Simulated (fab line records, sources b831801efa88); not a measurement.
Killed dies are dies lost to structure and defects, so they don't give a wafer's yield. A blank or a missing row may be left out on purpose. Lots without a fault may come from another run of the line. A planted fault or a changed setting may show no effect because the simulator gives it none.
fab line records | flow sky130
record lots=5 wafers=15 last_day=50
route steps=708 shown NWELL@77 PWDE@84 VT_ADJUST_HVTP@85 VT_ADJUST_LVTN@97 PAD_OPEN@708
lots that met no fault: from a run of the same line without faults
start_h: hours from the record's first day to the start of the lot's first wafer shown | wait_h: hours since the lot's step before | " the same as in the row above | L1.1+2: a row that stands for several wafers | - no value, or no start given | * or withheld: withheld | < > ~ a bound
route shown NAME@n: a module of which the file shows steps, and the number in the route of the first | usual: mean/standard deviation of fault-free wafers | same: alike in all rows | chamber/n: place in a boat | sites: the reading at each site | _std_site: their standard deviation | _edge_site: outer sites' mean less inner sites' | radius_mm: how far each site lies from the wafer's centre | mask NAME#n: copy n | behind: the tool/chamber that last shaped the wafer | hold: why the lot was held/for how many hours/how that ended | device: the transistor (n, p or np) that didn't switch | end of line: the same wafers' tests at the end of the route | a step without rows: its recipe alone | killed: dies lost to structure and defects at the first sort, not the wafer's yield | map: a wafer's dies, x killed, . not, _ none there
set.NAME: the setting as run; set.NAME@STEP: as run at that earlier step | model.NAME: the simulator's own value behind a step, which no gauge read
lots at some steps of the route; a table a step, a row a wafer
services: from which hour (start_h, from the record's first day; less than 0 if before it) a tool's chamber was out of use, for how many hours, and why
## steps
# step SKY_NWELL_IMPLANT_24
# recipe species=B energy_kev=140 dose_cm2=9.2e+12 tilt_deg=withheld
# step SKY_NWELL_STRIP_25
# recipe chemistry=O2/N2 power_w=1400 pressure_mtorr=1500 platen_temp_c=withheld o2_flow_sccm=3000 n2_flow_sccm=300 overash_fraction=0.5
# usual drypump_motor_current_A=5.6/0.48 oes_product_au=0.723/0.0041 strip_time_to_endpoint_s=36.90/0.12
# columns lot.wafer tool chamber start_h wait_h drypump_motor_current_A oes_product_au rf_hours_counter_h strip_time_to_endpoint_s
L178.2 plasma_asher-02 0 135.96 0.1 4.9 0.731 44 36.91
L178.4 " 0 " " 4.9 0.723 - 37.05
L178.5 " 1 " " 5.6 0.720 - 36.94
L182.1 plasma_asher-03 1 156.95 0.1 5.1 0.722 35 36.79
L182.2 " 0 " " 6.1 0.727 35 36.87
L182.3 " 0 " " 6.1 0.719 - 36.78
L190.4 plasma_asher-03 1 206.79 0.1 5.1 0.724 - 36.94
L190.5 " 0 " " 6.1 0.731 - 36.98
L190.6 " 1 " " 5.1 0.725 - 36.94
L195.2 plasma_asher-04 0 234.35 0.1 5.8 0.725 55 36.75
L195.3 " 1 " " 6.1 0.725 - 36.78
L195.6 " 0 " " 5.7 0.720 - 36.75
L196.3 plasma_asher-04 0 250.19 0.1 5.8 0.722 - 36.83
L196.5 " 1 " " 6.1 0.724 - 36.86
L196.6 " 0 " " 5.8 0.723 - 37.07
# step SKY_NWELL_TW_MEAS_26
# usual NWELL_2_TW=498/4.1
# columns lot.wafer tool chamber start_h wait_h NWELL_2_TW
L178.2 film_metro-04 - 136.07 0.1 495
L178.4 " - " " 494
L178.5 " - " " 498
L182.1 film_metro-01 - 157.05 0.1 501
L182.2 " - " " 502
L182.3 " - " " 501
L190.4 film_metro-01 - 206.89 0.1 502
L190.5 " - " " 501
L190.6 " - " " 501
L195.2 film_metro-04 - 234.46 0.1 495
L195.3 " - " " 492
L195.6 " - " " 493
L196.3 film_metro-01 - 250.28 0.1 501
L196.5 " - " " 502
L196.6 " - " " 499
# step SKY_NWELL_CLEAN_27
# recipe chemistry=SC1/SC2 mix=1:4:20 temp_c=70 time_s=150 dry=n2_spin
# step SKY_NWELL_RTA_28
# recipe temp_c=1050 time_s=30 idle_temp_c=650 ramp_up_c_per_s=150 ramp_down_c_per_s=90 ambient=N2
# usual lamp_power_pct=25.31/0.053 ramp_up_c_per_s=150.00/0.027 wafer_temp_C_max=1054.9/1
# columns lot.wafer tool chamber start_h wait_h lamp_power_pct ramp_up_c_per_s wafer_temp_C_max
L178.2 rtp_anneal-01 0 136.19 0.0 25.38 149.98 1054.2
L178.4 " 0 " " 25.23 149.98 1056.0
L178.5 " 0 " " 25.34 150.00 1054.7
L182.1 rtp_anneal-02 0 157.16 0.0 25.28 149.97 1054.8
L182.2 " 0 " " 25.27 149.95 1056.3
L182.3 " 0 " " 25.35 150.01 1057.0
L190.4 rtp_anneal-01 0 207.07 0.1 25.29 150.06 1054.0
L190.5 " 0 " " 25.34 150.01 1056.6
L190.6 " 0 " " 25.40 150.01 1054.6
L195.2 rtp_anneal-01 0 234.58 0.0 25.27 150.01 1056.4
L195.3 " 0 " " 25.42 149.98 1053.9
L195.6 " 0 " " 25.28 150.00 1055.5
L196.3 rtp_anneal-01 0 250.40 0.0 25.30 150.00 1053.9
L196.5 " 0 " " 25.27 150.00 1055.5
L196.6 " 0 " " 25.33 149.99 1056.2
# step SKY_NWELL_RS_MEAS_29
# recipe thk_meas_gauge=four-point-probe
# usual NWELL_RS=632.9/1.7
# columns lot.wafer tool chamber start_h wait_h NWELL_RS[ohm/sq]
L178.2 film_metro-03 - 136.29 0.1 632.1
L178.4 " - " " 632.3
L178.5 " - " " 631.2
L182.1 film_metro-04 - 157.26 0.1 635.6
L182.2 " - " " 631.3
L182.3 " - " " 634.8
L190.4 film_metro-03 - 207.18 0.1 631.2
L190.5 " - " " 631.5
L190.6 " - " " 631.7
L195.2 film_metro-01 - 234.69 0.1 633.3
L195.3 " - " " 634.7
L195.6 " - " " 631.8
L196.3 film_metro-03 - 250.51 0.1 631.9
L196.5 " - " " 632.9
L196.6 " - " " 632.3
# step SKY_NWELL_RS_MEAS_31
# recipe thk_meas_gauge=four-point-probe
# usual PWDE_RS=5278/17
# columns lot.wafer tool chamber start_h wait_h PWDE_RS[ohm/sq]
L178.2 film_metro-03 - 136.53 0.1 5282
L178.4 " - " " 5262
L178.5 " - " " 5267
L182.1 film_metro-04 - 157.50 0.1 5249
L182.2 " - " " 5253
L182.3 " - " " 5262
L190.4 film_metro-03 - 207.42 0.1 5304
L190.5 " - " " 5284
L190.6 " - " " 5288
L195.2 film_metro-01 - 234.93 0.1 5272
L195.3 " - " " 5262
L195.6 " - " " 5261
L196.3 film_metro-03 - 250.75 0.1 5309
L196.5 " - " " 5295
L196.6 " - " " 5295
# step SKY_VT_ADJUST_HVTP_DEHYDRATE_00
# recipe temp_c=200 time_s=60
# step SKY_VT_ADJUST_HVTP_HMDS_01
# recipe prime_time_s=60 prime_temp_c=120
# step SKY_VT_ADJUST_HVTP_COAT_02
# recipe resist=NOVOLAK spin_rpm=3000 resist_thk_nm=1140
# step SKY_VT_ADJUST_HVTP_SOFTBAKE_03
# recipe temp_c=90 time_s=60 resist=NOVOLAK
# step SKY_VT_ADJUST_HVTP_EXPOSE_04
# recipe mask_id=HVTPM na=0.6 source_shape=conventional sigma_outer=0.6 polarization=unpolarized target_cd_nm=380 dose_mj=140
# usual exposure_dose_mJ_cm2=139.98/0.16
# columns lot.wafer tool chamber start_h wait_h mask exposure_dose_mJ_cm2
L178.2 iline_stepper-02 0 145.87 - HVTPM#0 140.05
L178.4 " 0 " " HVTPM#0 140.06
L178.5 " 0 " " HVTPM#0 140.06
L182.1 iline_stepper-01 0 167.23 - HVTPM#0 140.13
L182.2 " 0 " " HVTPM#0 140.27
L182.3 " 0 " " HVTPM#0 140.10
L190.4 iline_stepper-01 0 218.60 - HVN_STD_DERIVED#0 139.95
L190.5 " 0 " " HVN_STD_DERIVED#0 139.99
L190.6 " 0 " " HVN_STD_DERIVED#0 140.13
L195.2 iline_stepper-01 0 246.32 - HVTPM#0 140.08
L195.3 " 0 " " HVTPM#0 139.93
L195.6 " 0 " " HVTPM#0 139.96
L196.3 iline_stepper-01 0 263.02 - HVTPM#0 139.64
L196.5 " 0 " " HVTPM#0 139.96
L196.6 " 0 " " HVTPM#0 139.73
# step SKY_VT_ADJUST_HVTP_PEB_05
# recipe temp_c=withheld time_s=* resist=NOVOLAK
# step SKY_VT_ADJUST_HVTP_DEVELOP_06
# recipe resist=NOVOLAK developer=TMAH develop_time_s=60 dev_temp_c=23
# step SKY_VT_ADJUST_HVTP_CD_MEAS_07
# recipe target_cd_nm=380
# usual cd_nm=379.8/2.4
# columns lot.wafer tool chamber start_h wait_h cd_nm
L178.2 cd_sem-01 - 156.04 0.1 380.8
L178.4 " - " " 380.7
L178.5 " - " " 379.0
L182.1 cd_sem-02 - 177.22 0.1 380.5
L182.2 " - " " 381.5
L182.3 " - " " 382.1
L190.4 cd_sem-02 - 228.83 0.1 -
L190.5 " - " " -
L190.6 " - " " -
L195.2 cd_sem-01 - 257.40 0.1 380.2
L195.3 " - " " 378.7
L195.6 " - " " 378.8
L196.3 cd_sem-01 - 274.26 0.1 382.6
L196.5 " - " " 382.0
L196.6 " - " " 381.2
# step SKY_VT_ADJUST_HVTP_OVL_MEAS_08
# usual VT_ADJUST_HVTP_OVL=-1.6/1.5
# columns lot.wafer tool chamber start_h wait_h VT_ADJUST_HVTP_OVL[nm]
L178.2 overlay-01 - 156.15 0.1 1.7
L178.4 " - " " 2.1
L178.5 " - " " 1.6
L182.1 overlay-01 - 177.34 0.1 -1.6
L182.2 " - " " -2.3
L182.3 " - " " -2.6
L190.4 overlay-01 - 228.91 0.1 -
L190.5 " - " " -
L190.6 " - " " -
L195.2 overlay-02 - 257.50 0.1 -1.9
L195.3 " - " " -2.5
L195.6 " - " " -1.7
L196.3 overlay-01 - 274.35 0.1 0.9
L196.5 " - " " 1.3
L196.6 " - " " -0.2
# step SKY_VT_ADJUST_HVTP_IMPLANT_09
# recipe species=As energy_kev=150 dose_cm2=4.3e+12 tilt_deg=withheld
# step SKY_VT_ADJUST_HVTP_STRIP_10
# recipe chemistry=O2/N2 power_w=1400 pressure_mtorr=1500 platen_temp_c=withheld o2_flow_sccm=3000 n2_flow_sccm=300 overash_fraction=0.5
# usual drypump_motor_current_A=5.7/0.6 oes_product_au=0.716/0.005 strip_time_to_endpoint_s=14.18/0.037
# columns lot.wafer tool chamber start_h wait_h drypump_motor_current_A oes_product_au rf_hours_counter_h strip_time_to_endpoint_s
L178.2 plasma_asher-03 0 156.33 0.1 6.1 0.728 35 14.11
L178.4 " 1 " " 5.1 0.713 - 14.19
L178.5 " 1 " " 5.1 0.727 - 14.17
L182.1 plasma_asher-01 1 177.53 0.1 5.5 0.721 6 14.19
L182.2 " 0 " " 6.6 0.722 6 14.20
L182.3 " 0 " " 6.6 0.726 - 14.21
L190.4 plasma_asher-03 1 229.11 0.1 5.1 0.714 - 14.16
L190.5 " 0 " " 6.1 0.720 - 14.18
L190.6 " 1 " " 5.1 0.719 - 14.20
L195.2 plasma_asher-01 1 257.68 0.1 5.5 0.717 14 14.18
L195.3 " 0 " " 6.6 0.713 - 14.17
L195.6 " 0 " " 6.7 0.707 - 14.18
L196.3 plasma_asher-01 1 274.56 0.1 5.5 0.707 - 14.22
L196.5 " 1 " " 5.4 0.708 - 14.21
L196.6 " 0 " " 6.6 0.708 - 14.17
# step SKY_VT_ADJUST_HVTP_TW_MEAS_11
# usual VT_ADJUST_HVTP_TW=1356/8
# columns lot.wafer tool chamber start_h wait_h VT_ADJUST_HVTP_TW
L178.2 film_metro-04 - 156.44 0.1 1352
L178.4 " - " " 1349
L178.5 " - " " 1356
L182.1 film_metro-03 - 177.63 0.1 1377
L182.2 " - " " 1370
L182.3 " - " " 1374
L190.4 film_metro-04 - 229.21 0.1 30
L190.5 " - " " 30
L190.6 " - " " 30
L195.2 film_metro-03 - 257.79 0.1 1361
L195.3 " - " " 1352
L195.6 " - " " 1353
L196.3 film_metro-02 - 274.65 0.1 1344
L196.5 " - " " 1347
L196.6 " - " " 1355
# step SKY_VT_ADJUST_LVTN_DEHYDRATE_00
# recipe temp_c=200 time_s=60
# step SKY_VT_ADJUST_LVTN_HMDS_01
# recipe prime_time_s=60 prime_temp_c=120
# step SKY_VT_ADJUST_LVTN_COAT_02
# recipe spin_rpm=2049 resist_thk_nm=3000
# step SKY_VT_ADJUST_LVTN_SOFTBAKE_03
# recipe temp_c=110 time_s=withheld
# step SKY_VT_ADJUST_LVTN_EXPOSE_04
# recipe mask_id=NWM_COMPLEMENT_LESS_NATIVE na=0.6 source_shape=conventional sigma_outer=0.6 polarization=unpolarized target_cd_nm=840 dose_mj=194
# step SKY_VT_ADJUST_LVTN_PEB_05
# recipe temp_c=115 time_s=withheld
# step SKY_VT_ADJUST_LVTN_DEVELOP_06
# recipe wall_angle_deg=90 developer=TMAH develop_time_s=60 dev_temp_c=23
# step SKY_VT_ADJUST_LVTN_OVL_MEAS_07
# usual VT_ADJUST_LVTN_OVL=0.0/1.3
# columns lot.wafer tool chamber start_h wait_h VT_ADJUST_LVTN_OVL[nm]
L178.2 overlay-02 - 176.47 - 1.8
L178.4 " - " " 0.7
L178.5 " - " " -0.4
L182.1 overlay-01 - 198.08 - -0.6
L182.2 " - " " 0.0
L182.3 " - " " -0.2
L190.4 overlay-01 - 252.08 - 0.2
L190.5 " - " " 0.7
L190.6 " - " " 0.8
L195.2 overlay-01 - 281.30 - -1.6
L195.3 " - " " -1.7
L195.6 " - " " -0.5
L196.3 overlay-02 - 299.06 - -0.7
L196.5 " - " " 0.7
L196.6 " - " " -2.3
# step SKY_VT_ADJUST_LVTN_IMPLANT_08
# recipe species=B energy_kev=30 dose_cm2=1.57e+12 tilt_deg=withheld
# step SKY_VT_ADJUST_LVTN_STRIP_09
# recipe chemistry=O2/N2 power_w=1400 pressure_mtorr=1500 platen_temp_c=withheld o2_flow_sccm=3000 n2_flow_sccm=300 overash_fraction=0.5
# usual drypump_motor_current_A=5.7/0.57 oes_product_au=0.723/0.0041 strip_time_to_endpoint_s=36.49/0.098
# columns lot.wafer tool chamber start_h wait_h drypump_motor_current_A oes_product_au rf_hours_counter_h strip_time_to_endpoint_s
L178.2 plasma_asher-02 1 176.65 0.1 5.6 0.726 48 36.40
L178.4 " 0 " " 4.9 0.720 - 36.40
L178.5 " 1 " " 5.5 0.719 - 36.48
L182.1 plasma_asher-02 1 198.26 0.1 5.6 0.729 50 36.51
L182.2 " 0 " " 4.9 0.723 50 36.53
L182.3 " 1 " " 5.6 0.726 - 36.46
L190.4 plasma_asher-04 1 252.28 0.1 6.1 0.720 - 36.47
L190.5 " 0 " " 5.8 0.724 - 36.41
L190.6 " 1 " " 6.1 0.726 - 36.32
L195.2 plasma_asher-02 0 281.48 0.1 4.9 0.715 58 36.52
L195.3 " 1 " " 5.6 0.721 - 36.51
L195.6 " 1 " " 5.6 0.727 - 36.53
L196.3 plasma_asher-04 0 299.27 0.1 5.7 0.715 - 36.42
L196.5 " 1 " " 6.1 0.720 - 36.39
L196.6 " 0 " " 5.8 0.718 - 36.44
# step SKY_VT_ADJUST_LVTN_TW_MEAS_10
# usual VT_ADJUST_LVTN_TW=241.5/1.8
# columns lot.wafer tool chamber start_h wait_h VT_ADJUST_LVTN_TW
L178.2 film_metro-04 - 176.76 0.1 239.2
L178.4 " - " " 239.4
L178.5 " - " " 240.1
L182.1 film_metro-01 - 198.36 0.1 243.4
L182.2 " - " " 245.5
L182.3 " - " " 245.9
L190.4 film_metro-01 - 252.38 0.1 243.0
L190.5 " - " " 242.8
L190.6 " - " " 242.8
L195.2 film_metro-01 - 281.59 0.1 243.8
L195.3 " - " " 243.7
L195.6 " - " " 244.1
L196.3 film_metro-04 - 299.35 0.1 241.9
L196.5 " - " " 241.6
L196.6 " - " " 242.5
# step SKY_VT_ADJUST_LVTN_DEHYDRATE_11
# recipe temp_c=200 time_s=60
# step SKY_VT_ADJUST_LVTN_HMDS_12
# recipe prime_time_s=60 prime_temp_c=120
# step SKY_VT_ADJUST_LVTN_COAT_13
# recipe resist=NOVOLAK spin_rpm=3000 resist_thk_nm=1140
# step SKY_VT_ADJUST_LVTN_SOFTBAKE_14
# recipe temp_c=90 time_s=60 resist=NOVOLAK
# step SKY_VT_ADJUST_LVTN_EXPOSE_15
# recipe mask_id=HVN_STD_DERIVED na=0.6 source_shape=conventional sigma_outer=0.6 polarization=unpolarized target_cd_nm=600 dose_mj=163
# step SKY_VT_ADJUST_LVTN_PEB_16
# recipe temp_c=withheld time_s=* resist=NOVOLAK
# step SKY_VT_ADJUST_LVTN_DEVELOP_17
# recipe resist=NOVOLAK developer=TMAH develop_time_s=60 dev_temp_c=23
# step SKY_VT_ADJUST_LVTN_OVL_MEAS_18
# usual VT_ADJUST_LVTN_01_OVL=-1.2/1.3
# columns lot.wafer tool chamber start_h wait_h VT_ADJUST_LVTN_01_OVL[nm]
L178.2 overlay-02 - 197.62 0.1 -1.8
L178.4 " - " " -1.6
L178.5 " - " " -3.2
L182.1 overlay-01 - 220.48 0.1 0.1
L182.2 " - " " -0.5
L182.3 " - " " -0.1
L190.4 overlay-02 - 275.83 0.1 -1.2
L190.5 " - " " -1.5
L190.6 " - " " 0.6
L195.2 overlay-01 - 307.15 0.1 -2.6
L195.3 " - " " -1.3
L195.6 " - " " -2.4
L196.3 overlay-02 - 324.66 0.1 -3.4
L196.5 " - " " -2.0
L196.6 " - " " -2.1
# step SKY_VT_ADJUST_LVTN_IMPLANT_19
# recipe species=B energy_kev=30 dose_cm2=6.5e+11 tilt_deg=withheld
# step SKY_VT_ADJUST_LVTN_STRIP_20
# recipe chemistry=O2/N2 power_w=1400 pressure_mtorr=1500 platen_temp_c=withheld o2_flow_sccm=3000 n2_flow_sccm=300 overash_fraction=0.5
# usual drypump_motor_current_A=5.7/0.57 oes_product_au=0.715/0.0049 strip_time_to_endpoint_s=14.19/0.043
# columns lot.wafer tool chamber start_h wait_h drypump_motor_current_A oes_product_au rf_hours_counter_h strip_time_to_endpoint_s
L178.2 plasma_asher-02 1 197.80 0.1 5.5 0.717 50 14.16
L178.4 " 1 " " 5.5 0.713 - 14.21
L178.5 " 0 " " 4.9 0.715 - 14.15
L182.1 plasma_asher-02 1 220.66 0.1 5.5 0.714 52 14.19
L182.2 " 0 " " 4.9 0.718 52 14.19
L182.3 " 0 " " 4.9 0.714 - 14.13
L190.4 plasma_asher-04 1 276.03 0.1 6.1 0.720 - 14.24
L190.5 " 0 " " 5.8 0.710 - 14.25
L190.6 " 1 " " 6.1 0.707 - 14.27
L195.2 plasma_asher-01 0 307.33 0.1 6.6 0.720 18 14.21
L195.3 " 0 " " 6.6 0.718 - 14.24
L195.6 " 0 " " 6.6 0.714 - 14.19
L196.3 plasma_asher-02 0 324.87 0.1 4.9 0.704 - 14.25
L196.5 " 0 " " 4.8 0.719 - 14.26
L196.6 " 1 " " 5.5 0.723 - 14.22
# step SKY_VT_ADJUST_LVTN_TW_MEAS_21
# usual VT_ADJUST_LVTN_2_TW=188.4/1.4
# columns lot.wafer tool chamber start_h wait_h VT_ADJUST_LVTN_2_TW
L178.2 film_metro-04 - 197.91 0.1 186.9
L178.4 " - " " 186.7
L178.5 " - " " 186.6
L182.1 film_metro-02 - 220.76 0.1 189.2
L182.2 " - " " 188.7
L182.3 " - " " 188.2
L190.4 film_metro-04 - 276.13 0.1 1353.5
L190.5 " - " " 1351.5
L190.6 " - " " 1349.2
L195.2 film_metro-04 - 307.44 0.1 188.5
L195.3 " - " " 188.7
L195.6 " - " " 188.4
L196.3 film_metro-01 - 324.95 0.1 190.2
L196.5 " - " " 189.0
L196.6 " - " " 190.3
# step SKY_PAD_OPEN_PROBE_99
# usual killed_at_M0_to_M3=44/6.9 killed_at_M4_up=3.3/2 killed_at_contacts=25/5.4 killed_at_front_end=16/4.6 killed_at_other=0.2/0.51 killed_dies=88/8.9 killed_on_rim=17/3.6 killed_open=48/6.8 killed_short=39/5.8
# same gross_dies=492 killed_at_back_side=0
# columns lot.wafer tool chamber start_h wait_h killed_at_M0_to_M3 killed_at_M4_up killed_at_contacts killed_at_front_end killed_at_other killed_dies killed_on_rim killed_open killed_short
L178.2 prober-01 - 1113.62 0.1 54 6 36 24 1 121 22 64 57
L178.4 prober-01 - 1113.72 0.2 40 4 19 11 1 75 10 43 31
L178.5 prober-01 - 1113.77 0.2 51 2 19 22 1 95 16 48 46
L182.1 prober-01 - 1135.61 0.1 49 7 20 9 0 85 16 47 34
L182.2 prober-01 - 1135.66 0.1 42 7 25 16 0 90 16 50 39
L182.3 prober-01 - 1135.71 0.2 51 4 16 14 0 85 20 48 37
L190.4 prober-02 - 1198.43 0.2 48 4 30 409 1 492 96 55 44
L190.5 prober-02 - 1198.48 0.2 37 2 27 426 0 492 96 46 37
L190.6 prober-02 - 1198.53 0.2 48 5 23 416 0 492 96 54 34
L195.2 prober-01 - 1199.84 0.1 37 1 35 18 0 91 14 59 32
L195.3 prober-01 - 1199.89 0.2 43 4 26 14 0 87 21 38 49
L195.6 prober-01 - 1200.04 0.2 45 3 31 15 0 94 21 51 43
L196.3 prober-02 - 1201.31 0.2 51 7 36 9 0 103 17 60 43
L196.5 prober-02 - 1201.41 0.2 34 3 42 17 0 96 21 47 48
L196.6 prober-02 - 1201.46 0.2 37 2 31 7 0 77 13 54 23
# killed by level:class
L178.2 CONTACT:geometric_particle:open=19 VIA1:geometric_particle:open=10 FIELD_ISO:geometric_particle:short=8 METAL2:geometric_particle:short=8 VIA3:geometric_particle:open=7 VIA3:geometric_particle:short=7 POLY_GATE:geometric_particle:open=6 LI_CONTACT:geometric_particle:open=6
L178.4 CONTACT:geometric_particle:open=10 VIA1:geometric_particle:open=7 METAL1:geometric_particle:short=5 METAL2:geometric_particle:short=5 LI_CONTACT:geometric_particle:open=4 VIA3:geometric_particle:short=4 VIA3:geometric_particle:open=4 FIELD_ISO:geometric_particle:open=3
L178.5 CONTACT:geometric_particle:open=9 METAL2:geometric_particle:short=9 VIA1:geometric_particle:open=8 VIA2:geometric_particle:open=8 FIELD_ISO:geometric_particle:short=7 VIA2:geometric_particle:short=7 POLY_GATE:geometric_particle:open=5 METAL2:geometric_particle:open=5
L182.1 VIA1:geometric_particle:open=13 LI_CONTACT:geometric_particle:open=10 METAL1:geometric_particle:short=7 CONTACT:geometric_particle:open=6 VIA3:geometric_particle:open=6 FIELD_ISO:geometric_particle:open=5 METAL2:geometric_particle:short=5 VIA1:geometric_particle:short=5
L182.2 VIA1:geometric_particle:open=15 CONTACT:geometric_particle:open=11 FIELD_ISO:geometric_particle:open=8 VIA1:geometric_particle:short=7 METAL4:geometric_particle:short=6 LI_CONTACT:geometric_particle:open=6 METAL1:geometric_particle:short=5 METAL2:geometric_particle:short=4
L182.3 VIA1:geometric_particle:open=12 METAL1:geometric_particle:short=8 VIA2:geometric_particle:open=8 VIA3:geometric_particle:open=7 FIELD_ISO:geometric_particle:open=6 LI_CONTACT:geometric_particle:open=4 CONTACT:geometric_particle:short=4 VIA3:geometric_particle:short=3
L190.4 VT_ADJUST_HVTP:area_expose=393 LI_CONTACT:geometric_particle:open=12 METAL1:geometric_particle:short=9 VIA3:geometric_particle:open=7 CONTACT:geometric_particle:open=7 VIA1:geometric_particle:open=7 VIA2:geometric_particle:open=7 POLY_GATE:geometric_particle:open=6
L190.5 VT_ADJUST_HVTP:area_expose=409 CONTACT:geometric_particle:open=10 VIA1:geometric_particle:open=7 VIA3:geometric_particle:open=6 LI_CONTACT:geometric_particle:open=6 VIA1:geometric_particle:short=6 METAL1:geometric_particle:short=5 POLY_GATE:geometric_particle:short=4
L190.6 VT_ADJUST_HVTP:area_expose=404 VIA1:geometric_particle:open=10 VIA2:geometric_particle:open=8 VIA3:geometric_particle:open=7 CONTACT:geometric_particle:open=7 VIA1:geometric_particle:short=6 LI_CONTACT:geometric_particle:open=6 CONTACT:geometric_particle:short=6
L195.2 LI_CONTACT:geometric_particle:open=17 CONTACT:geometric_particle:open=11 VIA2:geometric_particle:open=8 VIA1:geometric_particle:open=8 CONTACT:geometric_particle:short=4 METAL1:geometric_particle:short=4 VIA1:geometric_particle:short=4 FIELD_ISO:geometric_particle:open=3
L195.3 VIA1:geometric_particle:open=10 CONTACT:geometric_particle:open=8 VIA1:geometric_particle:short=7 METAL1:geometric_particle:short=7 LOCAL_INTERCONNECT:geometric_particle:short=6 METAL3:geometric_particle:short=6 LI_CONTACT:geometric_particle:short=4 POLY_GATE:geometric_particle:short=3
L195.6 CONTACT:geometric_particle:open=12 METAL2:geometric_particle:short=10 VIA1:geometric_particle:open=9 LI_CONTACT:geometric_particle:open=8 CONTACT:geometric_particle:short=6 VIA2:geometric_particle:open=5 METAL1:geometric_particle:short=4 VIA3:geometric_particle:open=4
L196.3 CONTACT:geometric_particle:open=16 VIA1:geometric_particle:open=12 LI_CONTACT:geometric_particle:open=8 VIA2:geometric_particle:open=7 VIA3:geometric_particle:open=7 METAL3:geometric_particle:short=6 METAL4:geometric_particle:short=6 CONTACT:geometric_particle:short=5
L196.5 CONTACT:geometric_particle:open=15 LOCAL_INTERCONNECT:geometric_particle:short=8 LI_CONTACT:geometric_particle:open=7 VIA1:geometric_particle:open=7 POLY_GATE:geometric_particle:short=6 FIELD_ISO:geometric_particle:short=5 LI_CONTACT:geometric_particle:short=5 CONTACT:geometric_particle:short=5
L196.6 CONTACT:geometric_particle:open=12 VIA1:geometric_particle:open=11 VIA3:geometric_particle:open=10 LI_CONTACT:geometric_particle:open=9 VIA2:geometric_particle:open=5 CONTACT:geometric_particle:short=4 METAL3:geometric_particle:short=4 POLY_GATE:geometric_particle:open=3
# map L190.4 (x killed, . not)
__________xxxxxxxxxx_________
________xxxxxxxxxxxxxx_______
______xxxxxxxxxxxxxxxxxx_____
_____xxxxxxxxxxxxxxxxxxxx____
____xxxxxxxxxxxxxxxxxxxxxx___
___xxxxxxxxxxxxxxxxxxxxxxxx__
__xxxxxxxxxxxxxxxxxxxxxxxxxx_
_xxxxxxxxxxxxxxxxxxxxxxxxxxxx
_xxxxxxxxxxxxxxxxxxxxxxxxxxxx
_xxxxxxxxxxxxxxxxxxxxxxxxxxxx
_xxxxxxxxxxxxxxxxxxxxxxxxxxxx
_xxxxxxxxxxxxxxxxxxxxxxxxxxxx
_xxxxxxxxxxxxxxxxxxxxxxxxxxxx
_xxxxxxxxxxxxxxxxxxxxxxxxxxxx
_xxxxxxxxxxxxxxxxxxxxxxxxxxxx
__xxxxxxxxxxxxxxxxxxxxxxxxxx_
___xxxxxxxxxxxxxxxxxxxxxxxx__
____xxxxxxxxxxxxxxxxxxxxxx___
_____xxxxxxxxxxxxxxxxxxxx____
______xxxxxxxxxxxxxxxxxx_____
________xxxxxxxxxxxxxx_______
__________xxxxxxxxxx_________
# map L182.2 (x killed, . not)
__________..x....x.x_________
________x..x.........._______
______.x........x......._____
_____.........x..x.....x.____
____.....xx...............___
___.....x......xx....x....x__
__....x......x..xx....xx..x._
_.x.xx.......x..........x.xx.
_..x....x.xx.....x....x......
_...x.....x.xx.x...x.....xxx.
_xxx......x.....x.xxx.....x..
_.x...x..x..x....xxxx........
_...x....x................xx.
_..............x.............
_x..x......x.x............xx.
__.x..........x............._
___x...x............x......__
____..........x...x..x....___
_____....xx.....x.x......____
______....x.x..........._____
________......x......._______
__________x........._________
## services
# columns tool chamber start_h hours kind
plasma_asher-03 - 117.02 1.0 repair
plasma_asher-01 0 117.75 - clean
plasma_asher-01 1 117.75 - clean
iline_stepper-02 - 123.80 4.7 repair
iline_stepper-01 - 132.03 1.7 pm
iline_stepper-01 - 169.54 4.6 repair
plasma_asher-02 - 171.39 3.0 repair
iline_stepper-02 - 184.69 1.7 pm
plasma_asher-02 - 200.90 0.4 repair
iline_stepper-02 - 222.53 2.1 pm
iline_stepper-02 - 224.62 - consumable_replace:lamp
iline_stepper-02 0 260.03 - calibration
iline_stepper-01 0 260.63 - calibration
iline_stepper-01 - 272.24 4.9 repair
rtp_anneal-01 - 298.79 3.1 pm
iline_stepper-02 - 318.33 8.1 repair
plasma_asher-04 - 321.85 14.6 pm
## key
first_sign step=SKY_VT_ADJUST_HVTP_EXPOSE_04 reading=mask direction=changed
effect step=SKY_VT_ADJUST_HVTP_CD_MEAS_07 reading=cd_nm direction=missing
effect step=SKY_VT_ADJUST_HVTP_OVL_MEAS_08 reading=VT_ADJUST_HVTP_OVL direction=missing
effect step=SKY_VT_ADJUST_HVTP_TW_MEAS_11 reading=VT_ADJUST_HVTP_TW direction=down sigmas=99+ usual=1356 struck=30
effect step=SKY_VT_ADJUST_LVTN_TW_MEAS_21 reading=VT_ADJUST_LVTN_2_TW direction=up sigmas=99+ usual=188.4 struck=1351.4
effect step=SKY_PAD_OPEN_PROBE_99 reading=killed_at_front_end direction=up sigmas=87 usual=16 struck=417
more_kills_born_at SKY_VT_ADJUST_HVTP_EXPOSE_04@iline_stepper-01=1206
met_at SKY_VT_ADJUST_HVTP_EXPOSE_04
struck_wafers L190.4,L190.5,L190.6
tester_left_out L190
onset_between 167.23 218.60
fault kind=wrong_mask tool=any chamber=- onset_h=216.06 steps=SKY_VT_ADJUST_HVTP_EXPOSE_04 aux_copy=HVN_STD_DERIVED#0 scope=struck_lots_only
# tester_left_out: of these lots the tester's yield and bins aren't shown, on N5 and GAA mostly nor the transistor test; their killed dies are dies lost to structure and defects alone, not to doping, threshold or leakage, so they don't give the yield
